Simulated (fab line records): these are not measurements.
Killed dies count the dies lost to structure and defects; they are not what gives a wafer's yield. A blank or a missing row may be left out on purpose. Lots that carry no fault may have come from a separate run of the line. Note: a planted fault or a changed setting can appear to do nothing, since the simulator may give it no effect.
fab line records | flow gf180mcu | part 2 of 2: steps 29 to 38 of 38
[record] lots = 5 | wafers = 15 | last-day = 33
route steps=602 shown M4@465 V4@476
lots that met no fault: taken from a fault-free run of the same line
start-h: hours from the record's opening day to when the first of the lot's shown wafers began | wait-h: hours since the lot's step before | " unchanged from the row above | L1.1+2: a single row standing in for several wafers | - either no value or no given start | * or withheld: withheld | < > ~ a bound
route shown NAME@n: names a module that has steps shown in the file, with the first one's number in the route | usual: average and standard deviation across the fault-free wafers | same: alike in all rows | chamber/n: place in a boat | sites: readings site by site | _std_site: their standard deviation | _edge_site: mean of outer sites minus mean of inner sites | radius-mm: for every site, how far away it sits from the centre of the wafer | mask NAME#n: copy n | behind: the most recent tool/chamber to have shaped the wafer | hold: cause of the lot's hold/its duration in hours/its outcome | device: names the non-switching transistor (n, p or np) | end of line: the same wafers' tests at the end of the route | a step with no rows: only its recipe | killed: at the first sort, the dies lost to defects and structure; wafer yield is something else | map: shows each die of a wafer: x if killed, . if not, _ if none is there
set.NAME: the setting that was run; set.NAME@STEP: the one run at that earlier step | model.NAME: the simulator's own value behind a step, which no gauge read
lots seen at some steps along the route; tables by step, rows by wafer
services: from which hour (start-h, from the record's first day; less than 0 if before it) a tool's chamber was out of use, for how many hours, and why
[[steps]]
[step GF_V4_ETCH_17]
[recipe] chemistry = C4F8/O2/Ar | mask-material = KrF | target = SiO2 | stop-on = TiN | source-w = 1500 | bias-w = 1200 | pressure-mtorr = 40 | c4f8-flow-sccm = withheld | O2_flow_sccm = 6 | Ar_flow_sccm = 300 | time-s = withheld | target-depth-a = 6300
[usual] oes-product-au = 0.856/0.0047
lot.wafer | tool        | chamber | start-h | wait-h | oes-product-au
L074.1    | rie-diel-03 | 1       | -       | -      | 0.850
L074.3    | "           | 0       | "       | "      | 0.851
L074.6    | "           | 3       | "       | "      | 0.855
L085.2    | rie-diel-01 | 0       | -       | -      | 0.859
L085.4    | "           | 2       | "       | "      | 0.853
L085.5    | "           | 0       | "       | "      | 0.857
L087.4    | rie-diel-03 | 1       | -       | -      | 0.856
L087.5    | "           | 1       | "       | "      | 0.852
L087.6    | "           | 0       | "       | "      | 0.846
L091.1    | rie-diel-03 | 3       | -       | -      | 0.854
L091.4    | "           | 0       | "       | "      | 0.856
L091.5    | "           | 0       | "       | "      | 0.854
L092.1    | rie-diel-01 | 3       | -       | -      | 0.856
L092.2    | "           | 2       | "       | "      | 0.857
L092.4    | "           | 0       | "       | "      | 0.855
[step GF_V4_STRIP_18]
[recipe] chemistry = O2/N2 | power-w = 1400 | pressure-mtorr = 1500 | platen-temp-c = 250 | o2-flow-sccm = 3000 | n2-flow-sccm = 300 | overash-fraction = 0.5
[usual] drypump-motor-current-A = 5.7/0.34 | heater-power-w = 332/48 | oes-product-au = 0.593/0.0052
lot.wafer | tool            | chamber | start-h | wait-h | drypump-motor-current-A | heater-power-w | oes-product-au | rf-hours-counter-h
L074.1    | plasma-asher-03 | 0       | 561.45  | -      | 5.0                     | 435            | 0.592          | 44
L074.3    | "               | 0       | "       | "      | 5.0                     | 420            | 0.600          | -
L074.6    | "               | 0       | "       | "      | 5.0                     | 431            | 0.587          | -
L085.2    | plasma-asher-03 | 1       | 651.90  | -      | 5.4                     | 330            | 0.596          | 53
L085.4    | "               | 1       | "       | "      | 5.4                     | 330            | 0.584          | -
L085.5    | "               | 0       | "       | "      | 5.0                     | 433            | 0.593          | -
L087.4    | plasma-asher-03 | 1       | 662.68  | -      | 5.4                     | 324            | 0.596          | -
L087.5    | "               | 0       | "       | "      | 5.0                     | 433            | 0.600          | -
L087.6    | "               | 1       | "       | "      | 5.4                     | 321            | 0.600          | -
L091.1    | plasma-asher-02 | 0       | 684.35  | -      | 5.7                     | 287            | 0.588          | 111
L091.4    | "               | 0       | "       | "      | 5.7                     | 287            | 0.594          | -
L091.5    | "               | 0       | "       | "      | 5.7                     | 286            | 0.586          | -
L092.1    | plasma-asher-02 | 0       | 696.35  | -      | 5.7                     | 289            | 0.595          | 112
L092.2    | "               | 1       | "       | "      | 5.8                     | 354            | 0.595          | 112
L092.4    | "               | 1       | "       | "      | 5.8                     | 344            | 0.596          | -
[step GF_V4_STRIP_19]
[recipe] chemistry = post-etch-residue-remover | time-s = 1200 | temp-c = 72.5
lot.wafer  | tool         | chamber | start-h | wait-h
L074.1+3+6 | wet-bench-04 | 0       | 561.55  | 0.1
L085.2+4+5 | wet-bench-02 | 1       | 652.00  | 0.1
L087.4+5+6 | wet-bench-04 | 1       | 662.75  | 0.0
L091.1+4+5 | wet-bench-02 | 1       | 684.45  | 0.1
L092.1+2+4 | wet-bench-04 | 3       | 696.45  | 0.1
[step GF_V4_CLEAN_20]
[recipe] chemistry = DIW | dry = n2-spin
lot.wafer  | tool         | chamber | start-h | wait-h
L074.1+3+6 | wet-bench-03 | 1       | 561.90  | 0.0
L085.2+4+5 | wet-bench-04 | 2       | 652.41  | 0.0
L087.4+5+6 | wet-bench-03 | 3       | 663.09  | 0.0
L091.1+4+5 | wet-bench-03 | 1       | 684.79  | 0.0
L092.1+2+4 | wet-bench-03 | 1       | 696.79  | 0.0
[step GF_V4_SPUTTER_21]
[recipe] material = Ti | target-thk-nm = 15 | chamber-pressure-pa = 5 | power-w = 2500 | substrate-temp-c = 200 | time-s = 80.02
[usual] throttle-valve-pct = 29.7/0.98
lot.wafer | tool           | chamber | start-h | wait-h | throttle-valve-pct
L074.1    | pvd-sputter-03 | -       | 561.99  | 0.0    | 30.3
L074.3    | "              | -       | "       | "      | 29.4
L074.6    | "              | -       | "       | "      | 29.0
L085.2    | pvd-sputter-03 | -       | 652.51  | 0.0    | 29.2
L085.4    | "              | -       | "       | "      | 29.9
L085.5    | "              | -       | "       | "      | 28.9
L087.4    | pvd-sputter-04 | -       | 663.18  | 0.0    | 31.9
L087.5    | "              | -       | "       | "      | 32.0
L087.6    | "              | -       | "       | "      | 30.0
L091.1    | pvd-sputter-03 | -       | 684.89  | 0.0    | 30.4
L091.4    | "              | -       | "       | "      | 28.9
L091.5    | "              | -       | "       | "      | 29.1
L092.1    | pvd-sputter-02 | -       | 696.89  | 0.0    | 29.6
L092.2    | "              | -       | "       | "      | 29.5
L092.4    | "              | -       | "       | "      | 29.6
[step GF_V4_SPUTTER_22]
[recipe] material = TiN | target-thk-nm = 10 | chamber-pressure-pa = 5 | power-w = 4000 | time-s = 40
[usual] throttle-valve-pct = 29.7/0.96
lot.wafer | tool           | chamber | start-h | wait-h | throttle-valve-pct
L074.1    | pvd-sputter-03 | -       | 562.05  | 0.0    | 30.3
L074.3    | "              | -       | "       | "      | 29.2
L074.6    | "              | -       | "       | "      | 28.5
L085.2    | pvd-sputter-03 | -       | 652.57  | 0.0    | 29.1
L085.4    | "              | -       | "       | "      | 30.0
L085.5    | "              | -       | "       | "      | 29.1
L087.4    | pvd-sputter-04 | -       | 663.24  | 0.0    | 31.8
L087.5    | "              | -       | "       | "      | 31.5
L087.6    | "              | -       | "       | "      | 30.2
L091.1    | pvd-sputter-03 | -       | 684.95  | 0.0    | 30.3
L091.4    | "              | -       | "       | "      | 29.4
L091.5    | "              | -       | "       | "      | 29.0
L092.1    | pvd-sputter-02 | -       | 696.95  | 0.0    | 29.8
L092.2    | "              | -       | "       | "      | 29.6
L092.4    | "              | -       | "       | "      | 29.6
[step GF_V4_CVD_23]
[recipe] material = W | target-thk-nm = 350 | time-s = 104.9 | temp-c = 400 | pressure-torr = 40
[usual] heater-power-w = 933/150
lot.wafer | tool     | chamber | start-h | wait-h | heater-power-w
L074.1    | cvd-w-01 | 1       | 562.09  | 0.0    | 719
L074.3    | "        | 0       | "       | "      | 689
L074.6    | "        | 0       | "       | "      | 698
L085.2    | cvd-w-02 | 0       | 652.61  | 0.0    | 1001
L085.4    | "        | 1       | "       | "      | 1063
L085.5    | "        | 0       | "       | "      | 1002
L087.4    | cvd-w-02 | 1       | 663.32  | 0.1    | 1092
L087.5    | "        | 1       | "       | "      | 1065
L087.6    | "        | 0       | "       | "      | 1015
L091.1    | cvd-w-02 | 1       | 684.99  | 0.0    | 1081
L091.4    | "        | 1       | "       | "      | 1080
L091.5    | "        | 0       | "       | "      | 1018
L092.1    | cvd-w-01 | 0       | 697.07  | 0.1    | 713
L092.2    | "        | 1       | "       | "      | 728
L092.4    | "        | 0       | "       | "      | 701
[step GF_V4_RS_MEAS_24]
[recipe] thk-meas-gauge = four-point-probe | reads = W_of_V4_CVD_23+TiN_of_V4_SPUTTER_22+Ti_of_V4_SPUTTER_21
[usual] V4_W_RS = 0.333/0.004
lot.wafer | tool          | chamber | start-h | wait-h | V4_W_RS[ohm/sq]
L074.1    | film-metro-04 | -       | 562.20  | 0.1    | 0.332
L074.3    | "             | -       | "       | "      | 0.328
L074.6    | "             | -       | "       | "      | 0.328
L085.2    | film-metro-04 | -       | 652.74  | 0.1    | 0.333
L085.4    | "             | -       | "       | "      | 0.328
L085.5    | "             | -       | "       | "      | 0.337
L087.4    | film-metro-01 | -       | 663.45  | 0.1    | 0.333
L087.5    | "             | -       | "       | "      | 0.334
L087.6    | "             | -       | "       | "      | 0.337
L091.1    | film-metro-01 | -       | 685.10  | 0.1    | 0.335
L091.4    | "             | -       | "       | "      | 0.337
L091.5    | "             | -       | "       | "      | 0.341
L092.1    | film-metro-04 | -       | 697.18  | 0.1    | 0.335
L092.2    | "             | -       | "       | "      | 0.342
L092.4    | "             | -       | "       | "      | 0.335
[step GF_V4_THK_MEAS_25]
[recipe] thk-meas-gauge = xrf | reads = W_of_V4_CVD_23
[usual] V4_W_THK = 343/4.9
lot.wafer | tool          | chamber | start-h | wait-h | V4_W_THK[nm]
L074.1    | film-metro-04 | -       | 562.32  | 0.1    | 340
L074.3    | "             | -       | "       | "      | 345
L074.6    | "             | -       | "       | "      | 342
L085.2    | film-metro-04 | -       | 652.85  | 0.1    | 338
L085.4    | "             | -       | "       | "      | 345
L085.5    | "             | -       | "       | "      | 336
L087.4    | film-metro-01 | -       | 663.54  | 0.1    | 344
L087.5    | "             | -       | "       | "      | 344
L087.6    | "             | -       | "       | "      | 339
L091.1    | film-metro-01 | -       | 685.22  | 0.1    | 342
L091.4    | "             | -       | "       | "      | 339
L091.5    | "             | -       | "       | "      | 336
L092.1    | film-metro-04 | -       | 697.30  | 0.1    | 339
L092.2    | "             | -       | "       | "      | 330
L092.4    | "             | -       | "       | "      | 338
[step GF_V4_CMP_26]
[recipe] stop-on = SiO2 | down-force-psi = 3.5 | platen-rpm = 60 | t-overpolish-s = 15 | target-thk-nm = 0 | pad-velocity-m-s = 0.94248
[usual] head-pressure-psi = 3.500/0.0073 | motor-current-A = 11.1/1 | overpolish-run-s = 14.999/0.0086 | time-to-endpoint-s = 83/3.5
lot.wafer | tool   | chamber | start-h | wait-h | head-pressure-psi | motor-current-A | overpolish-run-s | time-to-endpoint-s
L074.3    | cmp-01 | 2       | 562.48  | 0.1    | 3.513             | 10.8            | 15.003           | 77
L074.1    | "      | 3       | "       | "      | 3.505             | 9.9             | 14.997           | 77
L074.6    | "      | 1       | "       | "      | 3.500             | 10.6            | 15.001           | 79
L085.4    | cmp-02 | 0       | 652.95  | 0.1    | 3.500             | 9.7             | 15.002           | 85
L085.2    | "      | 2       | "       | "      | 3.503             | 11.1            | 14.995           | 85
L085.5    | "      | 3       | "       | "      | 3.516             | 11.2            | 14.998           | 79
L087.4    | cmp-02 | 2       | 663.67  | 0.1    | 3.493             | 11.4            | 15.017           | 83
L087.5    | "      | 0       | "       | "      | 3.492             | 9.8             | 15.003           | 83
L087.6    | "      | 1       | "       | "      | 3.511             | 12.7            | 15.003           | 74
L091.1    | cmp-01 | 3       | 685.33  | 0.1    | 3.498             | 10.3            | 14.986           | 85
L091.4    | "      | 1       | "       | "      | 3.504             | 10.9            | 14.986           | 83
L091.5    | "      | 2       | "       | "      | 3.481             | 11.6            | 14.995           | 83
L092.2    | cmp-02 | 1       | 697.37  | 0.0    | 3.492             | 12.7            | 14.990           | 79
L092.1    | "      | 2       | "       | "      | 3.506             | 11.2            | 14.998           | 90
L092.4    | "      | 3       | "       | "      | 3.503             | 10.3            | 14.983           | 84
[[services]]
tool           | chamber | start-h | hours | kind
krf-scanner-02 | -       | 507.47  | 1.1   | repair
krf-scanner-01 | -       | 514.44  | 1.5   | pm
krf-scanner-02 | -       | 519.09  | 1.3   | pm
rie-diel-01    | 3       | 527.19  | 1.3   | repair
rie-diel-01    | -       | 538.57  | 0.5   | repair
krf-scanner-01 | -       | 539.05  | 0.8   | pm
krf-scanner-02 | -       | 541.83  | 1.0   | pm
rie-diel-03    | -       | 546.37  | 0.2   | repair
cmp-02         | -       | 557.79  | 5.1   | pm
rie-diel-03    | -       | 565.43  | 15.6  | pm
cmp-02         | -       | 572.00  | 4.0   | pm
rie-diel-03    | 3       | 590.22  | 1.4   | repair
cmp-02         | -       | 597.93  | 15.6  | pm
krf-scanner-01 | -       | 604.23  | 4.0   | pm
cmp-02         | -       | 614.78  | 1.0   | repair
rie-diel-03    | 1       | 627.73  | 3.6   | repair
rie-diel-01    | -       | 630.71  | 0.2   | repair
cmp-01         | -       | 633.03  | 0.3   | repair
krf-scanner-02 | -       | 640.26  | 0.8   | pm
cmp-02         | -       | 646.47  | 0.2   | repair
krf-scanner-02 | -       | 665.37  | 0.2   | repair
cmp-02         | -       | 667.63  | 0.9   | repair
cmp-01         | -       | 680.13  | 4.7   | pm
krf-scanner-02 | -       | 694.99  | 1.3   | pm
